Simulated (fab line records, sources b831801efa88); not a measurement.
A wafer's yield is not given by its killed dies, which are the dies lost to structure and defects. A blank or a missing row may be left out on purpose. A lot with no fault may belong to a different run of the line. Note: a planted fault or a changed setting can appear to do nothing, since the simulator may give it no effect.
The tool behind it: which one? -- flow sky130 -- 24 lots, 72 wafers sampled, at 3 steps of a route of 708

== WHAT EACH GAUGE READ, for each wafer ==
SKY_LI_CONTACT_OVL_MEAS_13. Usual: LI_CONTACT_OVL gives 1 nm (standard deviation 5).
lot,measured,on,LI_CONTACT_OVL (nm),flag
L074,day 28 15:04,overlay-01,-3 -1 -1,
L075,day 28 17:08,overlay-01,3 14 -4,
L076,day 29 08:26,overlay-02,-8 -4 -1,
L077,day 29 15:49,overlay-02,7 2 4,
L078,day 29 22:28,overlay-01,4 1 1,
L079,day 30 18:22,overlay-01,-9 -1 0,
L080,day 31 01:39,overlay-02,-3 -2 3,
L081,day 31 04:09,overlay-01,1 3 5,
L082,day 31 17:14,overlay-02,-9 -5 1,
L083,day 31 20:14,overlay-02,-7 -1 -7,
L084,day 32 11:09,overlay-01,2 7 9,
L086,day 32 19:07,overlay-02,4 10 -2,
L085,day 32 22:54,overlay-02,3 -1 -5,
L087,day 33 07:40,overlay-01,3 0 4,
L088,day 33 19:57,overlay-01,6 10 7,
L089,day 33 22:12,overlay-01,5 -3 3,
L090,day 34 04:32,overlay-01,-2 1 -5,
L091,day 34 10:15,overlay-01,1 5 3,
L092,day 34 19:24,overlay-01,7 2 -1,
L093,day 36 21:08,overlay-02,2 -2 -5,
L097,day 36 21:19,overlay-02,5 2 4,
L094,day 37 00:18,overlay-01,-2 2 6,
L096,day 37 01:58,overlay-01,1 -1 5,
L095,day 37 04:47,overlay-01,-7 -5 4,

SKY_LI_CONTACT_THK_MEAS_23: measures by xrf. Usual: LI_CONTACT_W_THK gives 405 nm (standard deviation 8.7).
lot,measured,on,LI_CONTACT_W_THK (nm),flag
L074,day 28 15:54,film-metro-02,408 408 403,
L075,day 28 17:59,film-metro-01,408 411 408,
L076,day 29 09:17,film-metro-04,404 398 407,
L077,day 29 16:40,film-metro-02,418 419 424,
L078,day 29 23:40,film-metro-01,408 405 405,
L079,day 30 19:13,film-metro-04,391 390 402,
L080,day 31 02:29,film-metro-04,397 395 404,
L081,day 31 05:00,film-metro-02,404 402 412,
L082,day 31 18:05,film-metro-04,395 395 398,
L083,day 31 21:06,film-metro-04,395 395 396,
L084,day 32 12:00,film-metro-02,414 404 409,
L086,day 32 19:58,film-metro-04,394 391 394,
L085,day 32 23:45,film-metro-01,409 405 408,
L087,day 33 08:34,film-metro-02,411 407 415,
L088,day 33 20:48,film-metro-02,407 409 412,
L089,day 33 23:13,film-metro-04,392 394 391,
L090,day 34 05:24,film-metro-02,404 404 411,
L091,day 34 11:06,film-metro-02,406 396 402,
L092,day 34 20:16,film-metro-01,425 417 420,
L093,day 36 22:07,film-metro-01,422 416 416,
L097,day 36 22:10,film-metro-04,400 395 402,
L094,day 37 01:16,film-metro-02,403 407 405,
L096,day 37 02:49,film-metro-01,405 409 404,
L095,day 37 05:37,film-metro-04,401 392 399,

== WHICH TOOL RAN EACH LOT (tool, then ch and the chambers of the sampled wafers, then the start) ==
lot,SKY_SD_P_STRIP_10
L074,"plasma-asher-01 ch 0,1, day 24 22:58"
L075,"plasma-asher-01 ch 0,1, day 25 00:20"
L076,"plasma-asher-01 ch 0,1, day 25 17:31"
L077,"plasma-asher-01 ch 0,1, day 25 23:40"
L078,"plasma-asher-02 ch 0,1, day 26 06:10"
L079,"plasma-asher-02 ch 0,1, day 27 02:34"
L080,"plasma-asher-01 ch 0,1, day 27 10:34"
L081,"plasma-asher-03 ch 0,1, day 27 14:19"
L082,"plasma-asher-02 ch 0,1, day 28 02:40"
L083,"plasma-asher-01 ch 0,1, day 28 05:32"
L084,"plasma-asher-03 ch 0,1, day 28 22:22"
L086,"plasma-asher-02 ch 0,1, day 29 07:16"
L085,"plasma-asher-01 ch 0,1, day 29 11:21"
L087,"plasma-asher-01 ch 0, day 29 19:16"
L088,"plasma-asher-02 ch 0,1, day 30 08:29"
L089,"plasma-asher-02 ch 0, day 30 11:16"
L090,"plasma-asher-03 ch 0,1, day 30 17:43"
L091,"plasma-asher-01 ch 0, day 31 00:32"
L092,"plasma-asher-01 ch 1, day 31 09:11"
L093,"plasma-asher-01 ch 0,1, day 33 12:02"
L097,"plasma-asher-02 ch 0,1, day 33 12:41"
L094,"plasma-asher-03 ch 0,1, day 33 16:19"
L096,"plasma-asher-03 ch 0,1, day 33 16:46"
L095,"plasma-asher-01 ch 1, day 33 19:25"
- SKY_SD_P_STRIP_10: strips in O2/N2.

== AS READ BY THE TOOLS THEMSELVES (means over the sampled wafers that have a number; for cases with no such wafer, the mark the record gives instead) ==
SKY_SD_P_STRIP_10. Usual: drypump-motor-current-A 5.6 A, standard deviation 0.47; oes-product-au 0.618 a.u., standard deviation 0.0045; strip-time-to-endpoint-s 17.50 s, standard deviation 0.048.
lot,tool,drypump-motor-current-A (A),oes-product-au (a.u.),strip-time-to-endpoint-s (s),flag
L074,plasma-asher-01,5.3,0.615,17.41,
L075,plasma-asher-01,5.5,0.619,17.52,
L076,plasma-asher-01,5.3,0.617,17.59,
L077,plasma-asher-01,5.3,0.618,17.55,
L078,plasma-asher-02,6.2,0.616,17.55,
L079,plasma-asher-02,6.2,0.618,17.42,
L080,plasma-asher-01,5.5,0.616,17.45,
L081,plasma-asher-03,5.5,0.617,17.46,
L082,plasma-asher-02,5.9,0.613,17.51,
L083,plasma-asher-01,5.5,0.621,17.43,
L084,plasma-asher-03,5.5,0.620,17.55,
L086,plasma-asher-02,5.9,0.618,17.45,
L085,plasma-asher-01,5.3,0.615,17.49,
L087,plasma-asher-01,5.0,0.623,17.49,
L088,plasma-asher-02,5.9,0.621,17.58,
L089,plasma-asher-02,6.3,0.613,17.52,
L090,plasma-asher-03,5.3,0.622,17.49,
L091,plasma-asher-01,5.0,0.620,17.52,
L092,plasma-asher-01,5.7,0.617,17.47,
L093,plasma-asher-01,5.3,0.615,17.50,
L097,plasma-asher-02,5.9,0.616,17.47,
L094,plasma-asher-03,5.5,0.619,17.50,
L096,plasma-asher-03,5.5,0.619,17.50,
L095,plasma-asher-01,5.8,0.617,17.47,

== THE ANSWER, worked out from the rows above alone ==
Rule: a lot is off if the mean of its wafers that have a number lies more than 3 standard deviations from the usual mean. A lot without any number at a reading at which 4 lots or more have one is off too. All remaining lots with rows at the step are treated as sound. After the gauges, taken in route order, come the tools' own readings; for these a lot's mean is taken, as printed above. The first step at which some lot is off is used, and at that step the reading that is off furthest; a lot without a number counts as furthest.
No lot is off at any reading shown: from this, nothing can be told.

== WHAT THE SIMULATOR PUT IN ==
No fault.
